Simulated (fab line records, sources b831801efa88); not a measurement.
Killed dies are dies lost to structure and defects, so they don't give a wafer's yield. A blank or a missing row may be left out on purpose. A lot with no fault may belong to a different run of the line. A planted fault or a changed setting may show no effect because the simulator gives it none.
fab line records	flow gf180mcu	part 1 of 2: steps 1 to 23 of 31
record lots=5	wafers=15	last-day=33
route steps=602 shown MVPSD@85 VT_IMPLANT@90
lots that met no fault: taken from a fault-free run of the same line
start-h: hours from the record's opening day to when the first of the lot's shown wafers began	wait-h: hours elapsed since this lot's preceding step	" the same as in the row above	L1.1+2: several wafers, shown together as one row	- no value present, or no start provided	* or withheld: withheld	< > ~ a bound
route shown NAME@n: names a module that has steps shown in the file, with the first one's number in the route	usual: average and standard deviation across the fault-free wafers	same: alike in all rows	chamber/n: place in a boat	sites: each site's reading	_std_site: their standard deviation	_edge_site: the outer-site mean with the inner-site mean subtracted	radius-mm: how far each site lies from the wafer's centre	mask NAME#n: copy n	behind: the tool/chamber that last shaped the wafer	hold: reason for holding the lot/hours on hold/outcome of the hold	device: transistor that didn't switch, given as n, p or np	end of line: tests of these same wafers at the route's end	a step with no rows: only its recipe	killed: dies that structure and defects cost at the first sort, which is not the same as the wafer's yield	map: per-die view of a wafer (x killed, . not killed, _ where there is no die)
set.NAME: the setting the step ran with; set.NAME@STEP: the setting that earlier step ran with	model.NAME: the simulator's own value behind a step, which no gauge read
lots at selected steps of the route; one table per step, one row per wafer
services: the hour from which a tool's chamber was out of use, counted from the record's first day as start-h (under 0 if before that day), plus the number of hours and why
## steps
# step GF_MVPSD_OVL_MEAS_07
# usual MVPSD_OVL=-1.1/1.2
lot.wafer	tool	chamber	start-h	wait-h	MVPSD_OVL[nm]
L074.1	overlay-01	-	97.04	-	-1.2
L074.3	"	-	"	"	-0.4
L074.4	"	-	"	"	-3.3
L077.1	overlay-02	-	113.19	-	0.2
L077.3	"	-	"	"	-1.1
L077.4	"	-	"	"	-1.7
L083.3	overlay-02	-	150.42	-	0.1
L083.4	"	-	"	"	-0.9
L083.5	"	-	"	"	-1.4
L088.2	overlay-02	-	178.36	-	-3.6
L088.4	"	-	"	"	-1.5
L088.6	"	-	"	"	-0.5
L094.1	overlay-01	-	218.05	-	-1.3
L094.3	"	-	"	"	-0.1
L094.6	"	-	"	"	0.1
# step GF_MVPSD_IMPLANT_08
# recipe species=B	energy-kev=170	dose-cm2=1.5e+13	tilt-deg=0
# usual end-station-pressure-torr=5.08e-06/2.6e-07
# same implant-ion-amu=11
lot.wafer	tool	chamber	start-h	wait-h	end-station-pressure-torr
L074.1	implanter-04	0	97.08	0.0	4.92e-06
L074.3	"	0	"	"	5.67e-06
L074.4	"	0	"	"	5.19e-06
L077.1	implanter-02	0	113.23	0.0	5.16e-06
L077.3	"	0	"	"	5.38e-06
L077.4	"	0	"	"	4.93e-06
L083.3	implanter-03	0	150.49	0.1	5.21e-06
L083.4	"	0	"	"	5.38e-06
L083.5	"	0	"	"	4.94e-06
L088.2	implanter-04	0	178.42	0.0	5.23e-06
L088.4	"	0	"	"	5.14e-06
L088.6	"	0	"	"	4.97e-06
L094.1	implanter-02	0	218.09	0.0	5.15e-06
L094.3	"	0	"	"	5.17e-06
L094.6	"	0	"	"	4.68e-06
# step GF_MVPSD_IMPLANT_09
# recipe species=B	energy-kev=40	dose-cm2=5e+12	tilt-deg=0
# usual end-station-pressure-torr=4.98e-06/2.8e-07
# same implant-ion-amu=11
lot.wafer	tool	chamber	start-h	wait-h	end-station-pressure-torr
L074.1	implanter-04	0	97.23	0.1	5.09e-06
L074.3	"	0	"	"	4.69e-06
L074.4	"	0	"	"	5.43e-06
L077.1	implanter-02	0	113.38	0.1	4.85e-06
L077.3	"	0	"	"	5.53e-06
L077.4	"	0	"	"	4.95e-06
L083.3	implanter-03	0	150.64	0.1	4.64e-06
L083.4	"	0	"	"	4.68e-06
L083.5	"	0	"	"	4.83e-06
L088.2	implanter-04	0	178.57	0.1	4.7e-06
L088.4	"	0	"	"	5e-06
L088.6	"	0	"	"	5.21e-06
L094.1	implanter-02	0	218.24	0.1	4.75e-06
L094.3	"	0	"	"	4.91e-06
L094.6	"	0	"	"	5.08e-06
# step GF_MVPSD_STRIP_10
# recipe chemistry=O2/N2	power-w=1400	pressure-mtorr=1500	platen-temp-c=250	o2-flow-sccm=3000	n2-flow-sccm=300	overash-fraction=0.5
# usual drypump-motor-current-A=5.93/0.17	heater-power-w=335/19	oes-product-au=0.722/0.0045	platen-temp-c=249.99/0.19	strip-time-to-endpoint-s=36.89/0.082
lot.wafer	tool	chamber	start-h	wait-h	drypump-motor-current-A	heater-power-w	oes-product-au	platen-temp-c	rf-hours-counter-h	strip-time-to-endpoint-s
L074.1	plasma-asher-01	0	97.38	0.1	5.78	309	0.723	249.84	42	36.92
L074.3	"	0	"	"	5.76	300	0.728	249.83	-	36.87
L074.4	"	1	"	"	6.02	371	0.712	249.74	-	36.84
L077.1	plasma-asher-03	0	113.53	0.1	5.84	329	0.715	250.00	45	36.72
L077.3	"	1	"	"	6.20	329	0.714	249.65	-	36.86
L077.4	"	0	"	"	5.85	323	0.729	250.36	-	36.88
L083.3	plasma-asher-03	0	150.77	0.1	5.84	329	0.726	250.11	-	36.88
L083.4	"	1	"	"	6.19	336	0.723	250.25	-	36.84
L083.5	"	0	"	"	5.85	328	0.725	249.91	-	36.86
L088.2	plasma-asher-03	0	178.69	0.1	5.81	330	0.727	250.05	52	36.88
L088.4	"	1	"	"	6.16	341	0.721	250.08	-	36.85
L088.6	"	1	"	"	6.17	337	0.721	250.18	-	36.96
L094.1	plasma-asher-03	0	218.39	0.1	5.82	322	0.723	249.64	56	36.86
L094.3	"	0	"	"	5.82	326	0.726	250.07	-	36.83
L094.6	"	1	"	"	6.14	344	0.724	250.04	-	36.89
# step GF_MVPSD_TW_MEAS_11
# usual MVPSD_TW=555.1/2.6
lot.wafer	tool	chamber	start-h	wait-h	MVPSD_TW
L074.1	film-metro-04	-	97.48	0.1	556.1
L074.3	"	-	"	"	552.8
L074.4	"	-	"	"	555.4
L077.1	film-metro-04	-	113.63	0.1	556.2
L077.3	"	-	"	"	556.4
L077.4	"	-	"	"	554.0
L083.3	film-metro-02	-	150.86	0.1	555.0
L083.4	"	-	"	"	551.9
L083.5	"	-	"	"	552.3
L088.2	film-metro-03	-	178.80	0.1	552.3
L088.4	"	-	"	"	555.3
L088.6	"	-	"	"	555.6
L094.1	film-metro-03	-	218.49	0.1	555.3
L094.3	"	-	"	"	550.3
L094.6	"	-	"	"	551.3
# step GF_VT_IMPLANT_DEHYDRATE_00
# recipe temp-c=200	time-s=60
# usual chill-plate-temp-C=22.98/0.099	heater-power-total-W=160.38/0.11
lot.wafer	tool	chamber	start-h	wait-h	chill-plate-temp-C	heater-power-total-W
L074.1	litho-track-01	0	103.97	6.5	22.86	160.62
L074.3	"	0	"	"	22.95	160.30
L074.4	"	0	"	"	23.00	160.28
L077.1	litho-track-01	0	120.67	7.0	23.04	160.15
L077.3	"	0	"	"	23.15	160.34
L077.4	"	0	"	"	23.13	160.39
L083.3	litho-track-04	0	158.24	7.4	22.89	160.29
L083.4	"	0	"	"	22.87	160.24
L083.5	"	0	"	"	22.82	160.55
L088.2	litho-track-01	0	186.70	7.9	23.05	160.16
L088.4	"	0	"	"	22.84	160.38
L088.6	"	0	"	"	23.14	160.46
L094.1	litho-track-02	0	226.54	8.0	22.92	160.43
L094.3	"	0	"	"	22.85	160.57
L094.6	"	0	"	"	22.96	160.45
# step GF_VT_IMPLANT_HMDS_01
# recipe prime-time-s=60	prime-temp-c=120
# usual chill-plate-temp-C=22.99/0.12
lot.wafer	tool	chamber	start-h	wait-h	chill-plate-temp-C
L074.1	litho-track-01	0	104.12	0.1	23.02
L074.3	"	0	"	"	22.97
L074.4	"	0	"	"	23.13
L077.1	litho-track-01	0	120.82	0.1	22.93
L077.3	"	0	"	"	23.00
L077.4	"	0	"	"	23.00
L083.3	litho-track-04	0	158.39	0.1	23.10
L083.4	"	0	"	"	23.17
L083.5	"	0	"	"	22.99
L088.2	litho-track-01	0	186.85	0.1	23.05
L088.4	"	0	"	"	23.10
L088.6	"	0	"	"	23.06
L094.1	litho-track-02	0	226.69	0.1	23.00
L094.3	"	0	"	"	22.96
L094.6	"	0	"	"	22.97
# step GF_VT_IMPLANT_COAT_02
# recipe resist=NOVOLAK	spin-rpm=3000	resist-thk-nm=1000
# usual chill-plate-temp-C=23.01/0.12
lot.wafer	tool	chamber	start-h	wait-h	chill-plate-temp-C
L074.1	litho-track-01	0	104.27	0.1	23.03
L074.3	"	0	"	"	22.97
L074.4	"	0	"	"	23.21
L077.1	litho-track-01	0	120.97	0.1	23.01
L077.3	"	0	"	"	22.94
L077.4	"	0	"	"	23.00
L083.3	litho-track-04	0	158.54	0.1	22.94
L083.4	"	0	"	"	22.99
L083.5	"	0	"	"	22.97
L088.2	litho-track-01	0	187.00	0.1	23.04
L088.4	"	0	"	"	23.05
L088.6	"	0	"	"	23.11
L094.1	litho-track-02	0	226.84	0.1	23.16
L094.3	"	0	"	"	23.00
L094.6	"	0	"	"	22.92
# step GF_VT_IMPLANT_SOFTBAKE_03
# recipe temp-c=90	time-s=60	resist=NOVOLAK
# usual chill-plate-temp-C=22.98/0.1	heater-power-total-W=56.59/0.045
lot.wafer	tool	chamber	start-h	wait-h	chill-plate-temp-C	heater-power-total-W
L074.1	litho-track-01	0	104.42	0.1	22.85	56.61
L074.3	"	0	"	"	22.85	56.63
L074.4	"	0	"	"	22.82	56.59
L077.1	litho-track-01	0	121.12	0.1	23.07	56.63
L077.3	"	0	"	"	22.87	56.57
L077.4	"	0	"	"	22.99	56.55
L083.3	litho-track-04	0	158.69	0.1	23.02	56.62
L083.4	"	0	"	"	22.95	56.60
L083.5	"	0	"	"	23.02	56.65
L088.2	litho-track-01	0	187.15	0.1	23.13	56.58
L088.4	"	0	"	"	23.17	56.59
L088.6	"	0	"	"	23.08	56.63
L094.1	litho-track-02	0	226.99	0.1	23.11	56.62
L094.3	"	0	"	"	23.00	56.62
L094.6	"	0	"	"	23.06	56.53
# step GF_VT_IMPLANT_EXPOSE_04
# recipe mask-id=LVPWELL_LV_AREA	target-cd-nm=600	na=0.6	source-shape=conventional	sigma-outer=0.6	dose-mj=140
# usual reticle-temp-C=22.99/0.11
lot.wafer	tool	chamber	start-h	wait-h	mask	reticle-temp-C
L074.1	iline-stepper-01	0	-	-	LVPWELL_LV_AREA#0	22.99
L074.3	"	0	"	"	LVPWELL_LV_AREA#0	22.90
L074.4	"	0	"	"	LVPWELL_LV_AREA#0	23.02
L077.1	iline-stepper-01	0	-	-	LVPWELL_LV_AREA#0	22.97
L077.3	"	0	"	"	LVPWELL_LV_AREA#0	23.01
L077.4	"	0	"	"	LVPWELL_LV_AREA#0	22.91
L083.3	iline-stepper-02	0	-	-	LVPWELL_LV_AREA#0	23.17
L083.4	"	0	"	"	LVPWELL_LV_AREA#0	23.13
L083.5	"	0	"	"	LVPWELL_LV_AREA#0	23.06
L088.2	iline-stepper-02	0	-	-	LVPWELL_LV_AREA#0	23.22
L088.4	"	0	"	"	LVPWELL_LV_AREA#0	23.02
L088.6	"	0	"	"	LVPWELL_LV_AREA#0	23.01
L094.1	iline-stepper-02	0	-	-	LVPWELL_LV_AREA#0	22.90
L094.3	"	0	"	"	LVPWELL_LV_AREA#0	22.77
L094.6	"	0	"	"	LVPWELL_LV_AREA#0	22.95
# step GF_VT_IMPLANT_PEB_05
# recipe temp-c=withheld	time-s=*	resist=NOVOLAK
# usual chill-plate-temp-C=*
lot.wafer	tool	chamber	start-h	wait-h	chill-plate-temp-C
L074.1	litho-track-01	0	-	-	*
L074.3	"	0	"	"	*
L074.4	"	0	"	"	*
L077.1	litho-track-02	0	-	-	*
L077.3	"	0	"	"	*
L077.4	"	0	"	"	*
L083.3	litho-track-02	0	-	-	*
L083.4	"	0	"	"	*
L083.5	"	0	"	"	*
L088.2	litho-track-04	0	-	-	*
L088.4	"	0	"	"	*
L088.6	"	0	"	"	*
L094.1	litho-track-04	0	-	-	*
L094.3	"	0	"	"	*
L094.6	"	0	"	"	*
# step GF_VT_IMPLANT_DEVELOP_06
# recipe develop-time-s=60	dev-temp-c=23
# usual chill-plate-temp-C=23.00/0.098
lot.wafer	tool	chamber	start-h	wait-h	chill-plate-temp-C
L074.1	litho-track-01	0	111.52	0.1	23.08
L074.3	"	0	"	"	23.04
L074.4	"	0	"	"	23.11
L077.1	litho-track-02	0	128.04	0.1	23.03
L077.3	"	0	"	"	22.95
L077.4	"	0	"	"	23.00
L083.3	litho-track-02	0	166.39	0.1	22.90
L083.4	"	0	"	"	23.01
L083.5	"	0	"	"	22.98
L088.2	litho-track-04	0	195.67	0.1	23.07
L088.4	"	0	"	"	22.96
L088.6	"	0	"	"	23.08
L094.1	litho-track-04	0	235.69	0.1	23.17
L094.3	"	0	"	"	23.03
L094.6	"	0	"	"	23.14
# step GF_VT_IMPLANT_OVL_MEAS_07
# usual VT_IMPLANT_OVL=0.1/1.4
lot.wafer	tool	chamber	start-h	wait-h	VT_IMPLANT_OVL[nm]
L074.1	overlay-01	-	111.67	0.1	-1.2
L074.3	"	-	"	"	1.7
L074.4	"	-	"	"	1.6
L077.1	overlay-02	-	128.19	0.1	1.1
L077.3	"	-	"	"	1.0
L077.4	"	-	"	"	1.5
L083.3	overlay-01	-	166.50	0.1	1.5
L083.4	"	-	"	"	-0.6
L083.5	"	-	"	"	1.4
L088.2	overlay-02	-	195.80	0.1	-2.6
L088.4	"	-	"	"	-2.1
L088.6	"	-	"	"	-1.4
L094.1	overlay-01	-	235.84	0.1	-3.7
L094.3	"	-	"	"	0.2
L094.6	"	-	"	"	-1.8
# step GF_VT_IMPLANT_IMPLANT_08
# recipe species=BF2	energy-kev=20	dose-cm2=8.29e+12	tilt-deg=7
# usual end-station-pressure-torr=5.05e-06/2.7e-07
# same implant-ion-amu=49
lot.wafer	tool	chamber	start-h	wait-h	end-station-pressure-torr
L074.1	implanter-01	0	111.71	0.0	5.21e-06
L074.3	"	0	"	"	4.92e-06
L074.4	"	0	"	"	5.49e-06
L077.1	implanter-04	0	128.23	0.0	4.89e-06
L077.3	"	0	"	"	5.58e-06
L077.4	"	0	"	"	5.17e-06
L083.3	implanter-01	0	166.58	0.1	5.36e-06
L083.4	"	0	"	"	4.86e-06
L083.5	"	0	"	"	5.04e-06
L088.2	implanter-04	0	195.85	0.0	4.57e-06
L088.4	"	0	"	"	4.6e-06
L088.6	"	0	"	"	5.34e-06
L094.1	implanter-04	0	235.88	0.0	4.87e-06
L094.3	"	0	"	"	5.15e-06
L094.6	"	0	"	"	5.03e-06
# step GF_VT_IMPLANT_STRIP_09
# recipe chemistry=O2/N2	power-w=1400	pressure-mtorr=1500	platen-temp-c=250	o2-flow-sccm=3000	n2-flow-sccm=300	overash-fraction=0.5
# usual drypump-motor-current-A=5.87/0.22	heater-power-w=330/13	oes-product-au=0.717/0.0044	platen-temp-c=250.02/0.18	strip-time-to-endpoint-s=12.62/0.042
lot.wafer	tool	chamber	start-h	wait-h	drypump-motor-current-A	heater-power-w	oes-product-au	platen-temp-c	rf-hours-counter-h	strip-time-to-endpoint-s
L074.1	plasma-asher-04	1	111.86	0.1	5.62	352	0.707	250.05	46	12.59
L074.3	"	0	"	"	5.71	314	0.721	250.13	-	12.59
L074.4	"	1	"	"	5.61	337	0.709	250.26	-	12.61
L077.1	plasma-asher-03	0	128.38	0.1	5.82	330	0.718	249.79	47	12.64
L077.3	"	0	"	"	5.82	328	0.719	249.93	-	12.64
L077.4	"	1	"	"	6.20	328	0.720	250.02	-	12.63
L083.3	plasma-asher-02	0	166.71	0.1	5.60	343	0.714	249.87	-	12.64
L083.4	"	1	"	"	6.08	303	0.711	250.09	-	12.60
L083.5	"	0	"	"	5.58	336	0.713	250.13	-	12.57
L088.2	plasma-asher-04	1	195.98	0.1	5.58	342	0.726	250.43	55	12.64
L088.4	"	1	"	"	5.57	341	0.721	250.40	-	12.64
L088.6	"	0	"	"	5.73	313	0.711	249.85	-	12.67
L094.1	plasma-asher-02	0	236.03	0.1	5.60	345	0.722	250.14	45	12.50
L094.3	"	0	"	"	5.60	339	0.727	250.28	-	12.56
L094.6	"	1	"	"	6.11	306	0.713	249.63	-	12.57
# step GF_VT_IMPLANT_TW_MEAS_10
# usual VT_IMPLANT_TW=564/4.1
lot.wafer	tool	chamber	start-h	wait-h	VT_IMPLANT_TW
L074.1	film-metro-01	-	111.96	0.1	559
L074.3	"	-	"	"	559
L074.4	"	-	"	"	555
L077.1	film-metro-02	-	128.48	0.1	566
L077.3	"	-	"	"	566
L077.4	"	-	"	"	565
L083.3	film-metro-02	-	166.80	0.1	564
L083.4	"	-	"	"	565
L083.5	"	-	"	"	560
L088.2	film-metro-04	-	196.09	0.1	568
L088.4	"	-	"	"	567
L088.6	"	-	"	"	567
L094.1	film-metro-04	-	236.13	0.1	572
L094.3	"	-	"	"	568
L094.6	"	-	"	"	571
# step GF_VT_IMPLANT_DEHYDRATE_11
# recipe temp-c=200	time-s=60
# usual chill-plate-temp-C=22.99/0.097	heater-power-total-W=160.40/0.13
lot.wafer	tool	chamber	start-h	wait-h	chill-plate-temp-C	heater-power-total-W
L074.1	litho-track-04	0	118.89	6.9	22.94	160.32
L074.3	"	0	"	"	23.02	160.47
L074.4	"	0	"	"	22.93	160.19
L077.1	litho-track-01	0	135.37	6.9	23.00	160.17
L077.3	"	0	"	"	22.82	160.38
L077.4	"	0	"	"	22.90	160.49
L083.3	litho-track-01	0	174.52	7.7	23.08	160.26
L083.4	"	0	"	"	22.86	160.39
L083.5	"	0	"	"	22.91	160.51
L088.2	litho-track-01	0	203.90	7.8	23.06	160.31
L088.4	"	0	"	"	22.89	160.50
L088.6	"	0	"	"	22.95	160.28
L094.1	litho-track-02	0	244.39	8.2	22.92	160.51
L094.3	"	0	"	"	23.15	160.34
L094.6	"	0	"	"	23.07	160.23
# step GF_VT_IMPLANT_HMDS_12
# recipe prime-time-s=60	prime-temp-c=120
# usual chill-plate-temp-C=22.98/0.11
lot.wafer	tool	chamber	start-h	wait-h	chill-plate-temp-C
L074.1	litho-track-04	0	119.04	0.1	22.92
L074.3	"	0	"	"	22.92
L074.4	"	0	"	"	22.95
L077.1	litho-track-01	0	135.52	0.1	23.10
L077.3	"	0	"	"	23.13
L077.4	"	0	"	"	22.96
L083.3	litho-track-01	0	174.67	0.1	22.85
L083.4	"	0	"	"	22.81
L083.5	"	0	"	"	22.91
L088.2	litho-track-01	0	204.05	0.1	23.04
L088.4	"	0	"	"	23.08
L088.6	"	0	"	"	22.96
L094.1	litho-track-02	0	244.54	0.1	23.10
L094.3	"	0	"	"	22.89
L094.6	"	0	"	"	23.00
# step GF_VT_IMPLANT_COAT_13
# recipe resist=NOVOLAK	spin-rpm=3000	resist-thk-nm=1000
# usual chill-plate-temp-C=23.00/0.1
lot.wafer	tool	chamber	start-h	wait-h	chill-plate-temp-C
L074.1	litho-track-04	0	119.19	0.1	22.87
L074.3	"	0	"	"	22.74
L074.4	"	0	"	"	22.96
L077.1	litho-track-01	0	135.67	0.1	23.15
L077.3	"	0	"	"	23.12
L077.4	"	0	"	"	23.12
L083.3	litho-track-01	0	174.82	0.1	22.92
L083.4	"	0	"	"	22.90
L083.5	"	0	"	"	22.86
L088.2	litho-track-01	0	204.20	0.1	22.87
L088.4	"	0	"	"	22.82
L088.6	"	0	"	"	22.85
L094.1	litho-track-02	0	244.69	0.1	23.10
L094.3	"	0	"	"	23.03
L094.6	"	0	"	"	23.13
# step GF_VT_IMPLANT_SOFTBAKE_14
# recipe temp-c=90	time-s=60	resist=NOVOLAK
# usual chill-plate-temp-C=23.00/0.11	heater-power-total-W=56.60/0.039
lot.wafer	tool	chamber	start-h	wait-h	chill-plate-temp-C	heater-power-total-W
L074.1	litho-track-04	0	119.34	0.1	23.06	56.61
L074.3	"	0	"	"	23.03	56.57
L074.4	"	0	"	"	23.06	56.74
L077.1	litho-track-01	0	135.82	0.1	23.10	56.60
L077.3	"	0	"	"	22.86	56.61
L077.4	"	0	"	"	22.90	56.52
L083.3	litho-track-01	0	174.97	0.1	22.88	56.60
L083.4	"	0	"	"	22.95	56.64
L083.5	"	0	"	"	23.12	56.66
L088.2	litho-track-01	0	204.35	0.1	23.01	56.60
L088.4	"	0	"	"	23.23	56.62
L088.6	"	0	"	"	23.07	56.62
L094.1	litho-track-02	0	244.84	0.1	22.87	56.61
L094.3	"	0	"	"	23.05	56.61
L094.6	"	0	"	"	23.04	56.62
# step GF_VT_IMPLANT_EXPOSE_15
# recipe mask-id=Nwell_LV_AREA	target-cd-nm=860	na=0.6	source-shape=conventional	sigma-outer=0.6	dose-mj=140
# usual reticle-temp-C=23.01/0.1
lot.wafer	tool	chamber	start-h	wait-h	mask	reticle-temp-C
L074.1	iline-stepper-01	0	-	-	Nwell_LV_AREA#0	23.02
L074.3	"	0	"	"	Nwell_LV_AREA#0	23.18
L074.4	"	0	"	"	Nwell_LV_AREA#0	22.92
L077.1	iline-stepper-01	0	-	-	Nwell_LV_AREA#0	22.74
L077.3	"	0	"	"	Nwell_LV_AREA#0	22.84
L077.4	"	0	"	"	Nwell_LV_AREA#0	23.00
L083.3	iline-stepper-01	0	-	-	Nwell_LV_AREA#0	23.09
L083.4	"	0	"	"	Nwell_LV_AREA#0	23.00
L083.5	"	0	"	"	Nwell_LV_AREA#0	22.89
L088.2	iline-stepper-01	0	-	-	Nwell_LV_AREA#0	23.12
L088.4	"	0	"	"	Nwell_LV_AREA#0	23.00
L088.6	"	0	"	"	Nwell_LV_AREA#0	22.92
L094.1	iline-stepper-01	0	-	-	Nwell_LV_AREA#0	22.93
L094.3	"	0	"	"	Nwell_LV_AREA#0	23.05
L094.6	"	0	"	"	Nwell_LV_AREA#0	22.87
# step GF_VT_IMPLANT_PEB_16
# recipe temp-c=withheld	time-s=*	resist=NOVOLAK
# usual chill-plate-temp-C=*
lot.wafer	tool	chamber	start-h	wait-h	chill-plate-temp-C
L074.1	litho-track-02	0	-	-	*
L074.3	"	0	"	"	*
L074.4	"	0	"	"	*
L077.1	litho-track-01	0	-	-	*
L077.3	"	0	"	"	*
L077.4	"	0	"	"	*
L083.3	litho-track-01	0	-	-	*
L083.4	"	0	"	"	*
L083.5	"	0	"	"	*
L088.2	litho-track-02	0	-	-	*
L088.4	"	0	"	"	*
L088.6	"	0	"	"	*
L094.1	litho-track-04	0	-	-	*
L094.3	"	0	"	"	*
L094.6	"	0	"	"	*
# step GF_VT_IMPLANT_DEVELOP_17
# recipe develop-time-s=60	dev-temp-c=23
# usual chill-plate-temp-C=23.02/0.096
lot.wafer	tool	chamber	start-h	wait-h	chill-plate-temp-C
L074.1	litho-track-02	0	126.49	0.1	23.11
L074.3	"	0	"	"	23.15
L074.4	"	0	"	"	23.05
L077.1	litho-track-01	0	143.37	0.1	23.01
L077.3	"	0	"	"	23.10
L077.4	"	0	"	"	22.98
L083.3	litho-track-01	0	183.12	0.1	23.12
L083.4	"	0	"	"	22.97
L083.5	"	0	"	"	23.07
L088.2	litho-track-02	0	212.86	0.1	22.88
L088.4	"	0	"	"	22.94
L088.6	"	0	"	"	22.79
L094.1	litho-track-04	0	253.84	0.1	23.11
L094.3	"	0	"	"	22.98
L094.6	"	0	"	"	23.01
